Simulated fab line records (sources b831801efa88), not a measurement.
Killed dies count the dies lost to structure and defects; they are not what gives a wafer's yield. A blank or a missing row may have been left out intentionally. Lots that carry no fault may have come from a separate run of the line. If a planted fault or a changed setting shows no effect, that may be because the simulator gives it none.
fab line records	flow gf180mcu
[record] lots = 7	wafers = 19	last_day = 33
route steps=602 shown PSD@258 NSD@262 SAB@264
lots with no fault: from the same line, run without faults
start_h: hours from the record's first day to the start of the lot's first wafer shown	wait_h: hours since the lot's step before	" identical to the entry in the row above	L1.1+2: a single row standing in for several wafers	- value missing, or start not given	* or withheld: withheld	< > ~ a bound
route shown NAME@n: NAME is a module with steps in the file, n the number in the route of the first one	usual: mean and standard deviation over wafers with no fault	same: alike in all rows	chamber/n: place in a boat	sites: each site's reading	_std_site: the values' standard deviation	_edge_site: inner sites' mean taken away from outer sites' mean	radius_mm: how far each site lies from the wafer's centre	mask NAME#n: copy n	behind: tool/chamber where the wafer was last shaped	hold: reason for holding the lot/hours on hold/outcome of the hold	device: transistor that didn't switch, given as n, p or np	end of line: tests run on the same wafers once the route is complete	a step with no rows: only its recipe	killed: dies lost to structure and defects at the first sort, not the wafer's yield	map: a wafer's dies, marking killed ones x, the rest . and places with no die _
set.NAME: the setting the step ran with; set.NAME@STEP: the setting that earlier step ran with	model.NAME: the simulator's own value behind a step, which no gauge read
lots seen at some steps along the route; tables by step, rows by wafer
services: a tool's chamber out of use, with start hour (start_h, from the record's first day; less than 0 if before it), hours out, and reason
[[steps]]
[step GF_PSD_STRIP_10]
[recipe] chemistry = O2/N2	power_w = 1400	pressure_mtorr = 1500	platen_temp_c = 250	o2_flow_sccm = 3000	n2_flow_sccm = 300	overash_fraction = 0.5
[usual] drypump_motor_current_A = 5.5/0.55	heater_power_w = 299/19	oes_product_au = 0.592/0.0045	platen_temp_c = 249.99/0.17	strip_time_to_endpoint_s = 16.54/0.038
lot.wafer	tool	chamber	start_h	wait_h	drypump_motor_current_A	heater_power_w	oes_product_au	platen_temp_c	rf_hours_counter_h	strip_time_to_endpoint_s
L267.3	plasma_asher-02	0	347.83	0.1	5.9	290	0.591	250.07	-	16.54
L267.4	"	1	"	"	6.0	297	0.600	250.18	-	16.47
L267.5	"	1	"	"	6.0	290	0.597	250.03	-	16.51
L269.2	plasma_asher-01	1	368.16	0.1	5.7	261	0.596	250.00	22	16.51
L269.3	"	0	"	"	4.8	321	0.589	250.04	-	16.49
L269.4	"	1	"	"	5.7	263	0.587	249.97	-	16.49
L271.2	plasma_asher-04	0	386.22	0.1	6.1	311	0.603	250.02	62	16.56
L271.3	"	0	"	"	6.1	310	0.594	250.06	-	16.55
L271.5	"	0	"	"	6.1	312	0.585	250.28	-	16.52
L272.1	plasma_asher-04	0	404.76	0.1	6.1	312	0.591	249.85	64	16.59
L272.4	"	1	"	"	4.8	298	0.594	249.82	-	16.61
L272.6	"	1	"	"	4.8	299	0.597	249.98	-	16.63
L279.2	plasma_asher-01	1	452.27	0.1	5.7	267	0.595	249.73	32	16.55
L279.6	"	1	"	"	5.7	263	0.594	249.95	-	16.61
L283.3	plasma_asher-01	0	479.48	0.1	4.8	337	0.596	249.80	-	16.47
L283.5	"	1	"	"	5.7	266	0.595	250.13	-	16.52
L283.6	"	0	"	"	4.8	328	0.591	249.66	-	16.45
L284.2	plasma_asher-04	0	483.57	0.1	6.1	318	0.598	249.87	72	16.58
L284.3	"	1	"	"	4.8	307	0.597	250.12	-	16.54
[step GF_PSD_TW_MEAS_11]
[usual] PSD_TW = 3209/21
lot.wafer	tool	chamber	start_h	wait_h	PSD_TW
L267.3	film_metro-01	-	347.92	0.1	3186
L267.4	"	-	"	"	3191
L267.5	"	-	"	"	3217
L269.2	film_metro-01	-	368.27	0.1	3243
L269.3	"	-	"	"	3238
L269.4	"	-	"	"	3228
L271.2	film_metro-02	-	386.33	0.1	3170
L271.3	"	-	"	"	3171
L271.5	"	-	"	"	3162
L272.1	film_metro-01	-	404.86	0.1	3200
L272.4	"	-	"	"	3218
L272.6	"	-	"	"	3218
L279.2	film_metro-01	-	452.38	0.1	3244
L279.6	"	-	"	"	3235
L283.3	film_metro-02	-	479.56	0.1	3182
L283.5	"	-	"	"	3183
L283.6	"	-	"	"	3186
L284.2	film_metro-01	-	483.68	0.1	3226
L284.3	"	-	"	"	3211
[step GF_PSD_CLEAN_12]
[recipe] chemistry = SC1/SC2	mix = 1:4:20	temp_c = 70	time_s = 150	dry = n2_spin
[step GF_PSD_RTA_13]
[recipe] temp_c = 1025	time_s = 20	ambient = N2
[usual] lamp_power_pct = 35.1/2.5	wafer_temp_C_max = 1028.5/1.2
lot.wafer	tool	chamber	start_h	wait_h	lamp_power_pct	wafer_temp_C_max
L267.3	rtp_anneal-02	0	348.03	0.0	37.5	1029.4
L267.4	"	0	"	"	37.5	1029.9
L267.5	"	0	"	"	37.6	1028.5
L269.2	rtp_anneal-01	0	368.38	0.0	32.6	1028.4
L269.3	"	0	"	"	32.6	1027.3
L269.4	"	0	"	"	32.6	1027.9
L271.2	rtp_anneal-01	0	386.44	0.0	32.6	1029.1
L271.3	"	0	"	"	32.6	1028.7
L271.5	"	0	"	"	32.5	1028.2
L272.1	rtp_anneal-01	0	404.97	0.0	32.6	1027.4
L272.4	"	0	"	"	32.6	1028.2
L272.6	"	0	"	"	32.6	1027.2
L279.2	rtp_anneal-01	0	452.49	0.0	32.6	1027.2
L279.6	"	0	"	"	32.6	1028.0
L283.3	rtp_anneal-01	0	479.68	0.0	32.6	1028.6
L283.5	"	0	"	"	32.6	1027.8
L283.6	"	0	"	"	32.6	1027.4
L284.2	rtp_anneal-02	0	483.79	0.0	37.6	1031.5
L284.3	"	0	"	"	37.6	1028.9
[step GF_PSD_RS_MEAS_14]
[recipe] thk_meas_gauge = four-point-probe
[usual] NSD_RS = 46.14/0.077
lot.wafer	tool	chamber	start_h	wait_h	NSD_RS[ohm/sq]
L267.3	film_metro-01	-	348.13	0.1	46.33
L267.4	"	-	"	"	46.25
L267.5	"	-	"	"	46.25
L269.2	film_metro-01	-	368.47	0.1	46.03
L269.3	"	-	"	"	46.07
L269.4	"	-	"	"	46.07
L271.2	film_metro-04	-	386.62	0.2	46.22
L271.3	"	-	"	"	46.20
L271.5	"	-	"	"	46.23
L272.1	film_metro-04	-	405.05	0.1	46.11
L272.4	"	-	"	"	46.21
L272.6	"	-	"	"	46.16
L279.2	film_metro-04	-	452.58	0.1	46.13
L279.6	"	-	"	"	46.11
L283.3	film_metro-01	-	479.78	0.1	46.16
L283.5	"	-	"	"	46.01
L283.6	"	-	"	"	46.21
L284.2	film_metro-02	-	483.88	0.1	46.17
L284.3	"	-	"	"	46.06
[step GF_PSD_RS_MEAS_15]
[recipe] thk_meas_gauge = four-point-probe
[usual] PSD_RS = 108.54/0.28
lot.wafer	tool	chamber	start_h	wait_h	PSD_RS[ohm/sq]
L267.3	film_metro-01	-	348.25	0.1	109.06
L267.4	"	-	"	"	108.79
L267.5	"	-	"	"	108.96
L269.2	film_metro-01	-	368.59	0.1	108.71
L269.3	"	-	"	"	108.88
L269.4	"	-	"	"	108.64
L271.2	film_metro-04	-	386.74	0.1	108.63
L271.3	"	-	"	"	108.59
L271.5	"	-	"	"	108.62
L272.1	film_metro-04	-	405.17	0.1	108.37
L272.4	"	-	"	"	108.37
L272.6	"	-	"	"	108.45
L279.2	film_metro-04	-	452.70	0.1	107.91
L279.6	"	-	"	"	108.25
L283.3	film_metro-01	-	479.90	0.1	108.81
L283.5	"	-	"	"	108.68
L283.6	"	-	"	"	108.89
L284.2	film_metro-02	-	484.00	0.1	108.60
L284.3	"	-	"	"	108.47
[step GF_SAB_CVD_00]
[recipe] material = SiO2	target_thk_nm = 50	precursor = TEOS	temp_c = 400	time_s = 4.9302	rf_w = 600
[usual] heater_power_w = 648/93	rf_fwd_power_W = 586.5/3
lot.wafer	tool	chamber	start_h	wait_h	heater_power_w	rf_fwd_power_W
L267.3	pecvd-01	1	348.33	0.1	787	585.9
L267.4	"	1	"	"	788	588.2
L267.5	"	2	"	"	808	586.6
L269.2	pecvd-01	0	368.69	0.1	584	585.2
L269.3	"	1	"	"	779	586.8
L269.4	"	2	"	"	777	586.9
L271.2	pecvd-04	1	386.84	0.1	660	584.7
L271.3	"	0	"	"	553	589.1
L271.5	"	0	"	"	574	589.1
L272.1	pecvd-04	0	405.29	0.1	555	589.8
L272.4	"	2	"	"	662	593.1
L272.6	"	0	"	"	556	588.6
L279.2	pecvd-01	1	452.80	0.1	857	584.2
L279.6	"	2	"	"	752	587.3
L283.3	pecvd-04	0	479.98	0.1	608	586.3
L283.5	"	1	"	"	634	586.9
L283.6	"	0	"	"	602	585.4
L284.2	pecvd-03	1	484.10	0.1	472	585.7
L284.3	"	0	"	"	572	581.1
[step GF_SAB_THK_MEAS_01]
[recipe] reads = SiO2_of_SAB_CVD_00
[usual] SAB_CVD_00_THK = 50.0/0.77
lot.wafer	tool	chamber	start_h	wait_h	SAB_CVD_00_THK[nm]
L267.3	film_metro-01	-	348.37	0.0	50.5
L267.4	"	-	"	"	50.5
L267.5	"	-	"	"	51.1
L269.2	film_metro-03	-	368.72	0.0	50.1
L269.3	"	-	"	"	49.6
L269.4	"	-	"	"	51.5
L271.2	film_metro-03	-	386.88	0.0	49.4
L271.3	"	-	"	"	50.1
L271.5	"	-	"	"	50.1
L272.1	film_metro-01	-	405.31	0.0	49.9
L272.4	"	-	"	"	51.1
L272.6	"	-	"	"	50.6
L279.2	film_metro-01	-	452.83	0.0	50.7
L279.6	"	-	"	"	51.1
L283.3	film_metro-03	-	480.02	0.0	49.3
L283.5	"	-	"	"	49.9
L283.6	"	-	"	"	50.1
L284.2	film_metro-02	-	484.14	0.0	49.7
L284.3	"	-	"	"	50.8
[step GF_SAB_DEHYDRATE_02]
[recipe] temp_c = 200	time_s = 60
[step GF_SAB_HMDS_03]
[recipe] prime_time_s = 60	prime_temp_c = 120
[step GF_SAB_COAT_04]
[recipe] resist = NOVOLAK	spin_rpm = 3000	resist_thk_nm = 1000
[step GF_SAB_SOFTBAKE_05]
[recipe] temp_c = 90	time_s = 60	resist = NOVOLAK
[step GF_SAB_EXPOSE_06]
[recipe] mask_id = SAB	target_cd_nm = 420	na = 0.6	source_shape = conventional	sigma_outer = 0.6	dose_mj = 140
lot.wafer	tool	chamber	start_h	wait_h	mask
L267.3+4+5	iline_stepper-02	0	359.62	-	SAB#0
L269.2+3+4	iline_stepper-02	0	379.52	-	SAB#0
L271.2+3+5	iline_stepper-01	0	397.33	-	SAB#0
L272.1+4+6	iline_stepper-01	0	416.80	-	SAB#0
L279.2+6	iline_stepper-02	0	464.92	-	SAB#0
L283.3+5+6	iline_stepper-02	0	492.35	-	SAB#0
L284.2+3	iline_stepper-02	0	497.12	-	SAB#0
[step GF_SAB_PEB_07]
[recipe] temp_c = withheld	time_s = *	resist = NOVOLAK
[step GF_SAB_DEVELOP_08]
[recipe] develop_time_s = 60	dev_temp_c = 23
[step GF_SAB_CD_MEAS_09]
[recipe] target_cd_nm = 420
[usual] cd_nm = 420.9/2.2
lot.wafer	tool	chamber	start_h	wait_h	cd_nm
L267.3	cd_sem-01	-	370.34	0.1	421.2
L267.4	"	-	"	"	420.9
L267.5	"	-	"	"	421.7
L269.2	cd_sem-01	-	391.07	0.1	422.9
L269.3	"	-	"	"	421.2
L269.4	"	-	"	"	422.8
L271.2	cd_sem-02	-	409.16	0.1	423.5
L271.3	"	-	"	"	425.0
L271.5	"	-	"	"	424.4
L272.1	cd_sem-02	-	427.70	0.1	422.6
L272.4	"	-	"	"	420.7
L272.6	"	-	"	"	423.5
L279.2	cd_sem-02	-	476.46	0.1	344.7
L279.6	"	-	"	"	419.0
L283.3	cd_sem-01	-	503.44	0.1	346.1
L283.5	"	-	"	"	417.5
L283.6	"	-	"	"	418.7
L284.2	cd_sem-02	-	508.47	0.1	347.4
L284.3	"	-	"	"	345.4
[step GF_SAB_OVL_MEAS_10]
[usual] SAB_OVL = -0.2/1.2
lot.wafer	tool	chamber	start_h	wait_h	SAB_OVL[nm]
L267.3	overlay-02	-	370.43	0.1	1.1
L267.4	"	-	"	"	-0.7
L267.5	"	-	"	"	0.5
L269.2	overlay-01	-	391.18	0.1	-2.4
L269.3	"	-	"	"	-1.3
L269.4	"	-	"	"	-2.5
L271.2	overlay-02	-	409.26	0.1	-1.9
L271.3	"	-	"	"	-0.5
L271.5	"	-	"	"	-1.4
L272.1	overlay-02	-	427.82	0.1	0.5
L272.4	"	-	"	"	-0.2
L272.6	"	-	"	"	0.1
L279.2	overlay-01	-	476.56	0.1	-0.5
L279.6	"	-	"	"	-1.2
L283.3	overlay-01	-	503.53	0.1	-1.4
L283.5	"	-	"	"	-0.3
L283.6	"	-	"	"	0.5
L284.2	overlay-01	-	508.58	0.1	-0.3
L284.3	"	-	"	"	-0.4
[step GF_SAB_ETCH_11]
[recipe] chemistry = C4F8/O2/Ar	mask_material = NOVOLAK	target = SiO2	target_depth_nm = 55	source_w = 1500	bias_w = 1200	pressure_mtorr = 40	c4f8_flow_sccm = withheld	O2_flow_sccm = 6	Ar_flow_sccm = 300	time_s = 8.5
[usual] oes_product_au = 1.002/0.0094	rf_fwd_power_W = 1467/7
lot.wafer	tool	chamber	start_h	wait_h	oes_product_au	rf_fwd_power_W	rf_hours_counter_h	model.SAB.cd_nm
L267.3	rie_diel-01	3	370.46	0.0	1.008	1463	5	420.7
L267.4	"	2	"	"	1.001	1465	47	420.8
L267.5	"	1	"	"	0.992	1481	-	421.8
L269.2	rie_diel-04	3	391.21	0.0	1.001	1484	16	422.7
L269.3	"	0	"	"	0.997	1472	13	421
L269.4	"	1	"	"	1.002	1462	2	422.2
L271.2	rie_diel-04	3	409.29	0.0	1.011	1477	16	423.3
L271.3	"	2	"	"	1.007	1456	40	425
L271.5	"	0	"	"	0.995	1461	-	424.7
L272.1	rie_diel-03	3	427.86	0.0	0.994	1478	36	423
L272.4	"	0	"	"	0.974	1464	13	420.3
L272.6	"	2	"	"	0.997	1465	-	423.2
L279.2	rie_diel-03	2	476.59	0.0	1.005	1471	17	344.3
L279.6	"	3	"	"	1.000	1472	-	419.7
L283.3	rie_diel-03	2	503.56	0.0	1.013	1466	18	346.2
L283.5	"	0	"	"	0.990	1470	-	417.7
L283.6	"	3	"	"	1.010	1471	-	419.3
L284.2	rie_diel-04	3	508.61	0.0	1.000	1477	20	347.6
L284.3	"	1	"	"	1.005	1467	5	345
[step GF_SAB_WET_ETCH_12]
[recipe] chemistry = dHF	target_depth_nm = 22	dry = n2_spin	target = SiO2	temp_c = 25	dilution = 100:1	time_s = 440
[[services]]
tool	chamber	start_h	hours	kind
pecvd-04	-	324.48	46.0	repair
pecvd-01	-	325.68	14.6	pm
rtp_anneal-02	-	325.87	1.5	pm
rie_diel-03	0	335.08	1.9	repair
pecvd-01	-	352.75	14.4	repair
iline_stepper-01	-	357.51	28.2	repair
rie_diel-01	0	378.46	22.7	repair
pecvd-04	2	383.93	3.5	repair
plasma_asher-04	-	388.75	2.2	repair
iline_stepper-01	-	402.85	7.5	repair
rie_diel-03	-	413.21	1.2	repair
rie_diel-01	2	413.42	3.5	repair
plasma_asher-02	-	416.48	2.8	pm
iline_stepper-01	-	423.25	2.1	pm
iline_stepper-02	-	438.23	1.7	pm
iline_stepper-02	-	452.25	9.7	repair
rie_diel-03	1	468.20	4.5	repair
rie_diel-01	-	476.18	1.4	repair
rie_diel-01	3	481.50	3.5	repair
rie_diel-03	-	488.03	0.7	repair
iline_stepper-01	-	490.98	1.7	pm
rie_diel-03	3	496.07	2.4	repair
plasma_asher-04	-	504.51	0.4	repair
rie_diel-04	1	504.65	1.5	repair
[[key]]
[first_sign] step = GF_SAB_CD_MEAS_09	reading = cd_nm	direction = down	sigmas = 34	usual = 420.9	struck = 345.9
effect none on later readings
[model_effect] step = GF_SAB_ETCH_11	value = SAB.cd_nm	without = 419.4	struck = 345.8
met_at GF_SAB_EXPOSE_06
struck_wafers L279.2,L283.3,L284.2,L284.3
sort_left_out L279.2,L283.3,L284.2,L284.3
tester_left_out L279,L283,L284
onset_between 379.52 464.92
[fault] kind = process_parameter_drift	tool = iline_stepper-02	chamber = -	onset_h = 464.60	steps = GF_SAB_EXPOSE_06	channel = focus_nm	offset = 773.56	shape = step	end_h = 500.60	scope = struck_wafers_only
// tester_left_out: of these lots the tester's yield and bins aren't shown, on N5 and GAA mostly nor the transistor test; their killed dies are dies lost to structure and defects alone, not to doping, threshold or leakage, so they don't give the yield
// sort_left_out: the simulated sort isn't trusted on such a fault, so these wafers' sort isn't shown, and their yield isn't known
